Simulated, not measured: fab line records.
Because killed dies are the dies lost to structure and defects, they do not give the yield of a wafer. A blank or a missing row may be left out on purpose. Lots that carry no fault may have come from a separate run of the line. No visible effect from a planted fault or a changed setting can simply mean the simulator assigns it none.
Matching of chambers    flow gf180mcu    cmp-01 running GF_STI_CMP_25: 4 sister chambers
The step polishes, stops on Si3N4, t overpolish 33 s, target thk 524.6 nm. 14 wafers are shown with their chamber, then 7 later ones without.

WAFERS, EACH WITH ITS CHAMBER
wafer   chamber  motorCurrentA (A)  timeToEndpointS (s)  overpolishRunS (s)
L513.1  1        11.6               125                  33.012
L513.4  0        11.1               130                  32.996
L513.5  0        11.5               130                  33.006
L514.1  0        11.2               130                  33.007
L514.2  3        16.1               118                  32.992
L514.5  2        10.1               115                  33.006
L517.2  0        11.0               135                  33.008
L517.3  1        11.1               126                  32.996
L517.5  3        17.0               123                  32.991
L519.1  1        11.7               127                  33.018
L519.4  0        10.7               130                  33.005
L519.6  3        15.6               122                  33.002
L520.1  3        15.8               122                  32.992
L520.2  2        9.9                119                  32.983

SIGNATURES, as means of the wafers listed above
reading          chamber 0  chamber 1  chamber 2  chamber 3  scatter within a chamber
motorCurrentA    11.100     11.467     10.000     16.125     0.414
timeToEndpointS  131.00     126.00     117.00     121.25     2.12
overpolishRunS   33.00440   33.00867   32.99450   32.99425   0.00835
Rule: a wafer's distance from a chamber is the root of the sum, over the readings, of the square of ((its reading less the chamber's mean) divided by the reading's scatter). The wafer belongs to the nearest chamber; if the next one is less than 2 further off, it can't be placed. The scatter is the square root of a quotient: the sum, over the shown wafers, of each reading's squared deviation from its chamber's mean, divided by wafers minus chambers.

WAFERS WITHOUT THEIR CHAMBER
wafer   motorCurrentA (A)  timeToEndpointS (s)  overpolishRunS (s)
L520.6  16.5               122                  33.004
L521.1  11.4               130                  33.011
L521.3  9.5                121                  32.983
L521.5  15.8               126                  32.995
L530.1  11.8               123                  32.990
L530.2  9.7                120                  33.007
L530.3  16.2               116                  33.004

EACH ONE'S CHAMBER
wafer   from the rows above      in truth
L520.6  3                        3
L521.1  can't be placed: 0 or 1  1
L521.3  2                        2
L521.5  3                        3
L530.1  can't be placed: 1 or 0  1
L530.2  2                        2
L530.3  3                        3
Correct placement for 5 of the 7. These rows do not allow placing 2 (true chamber among the candidates in 2). Wrongly placed: 0.
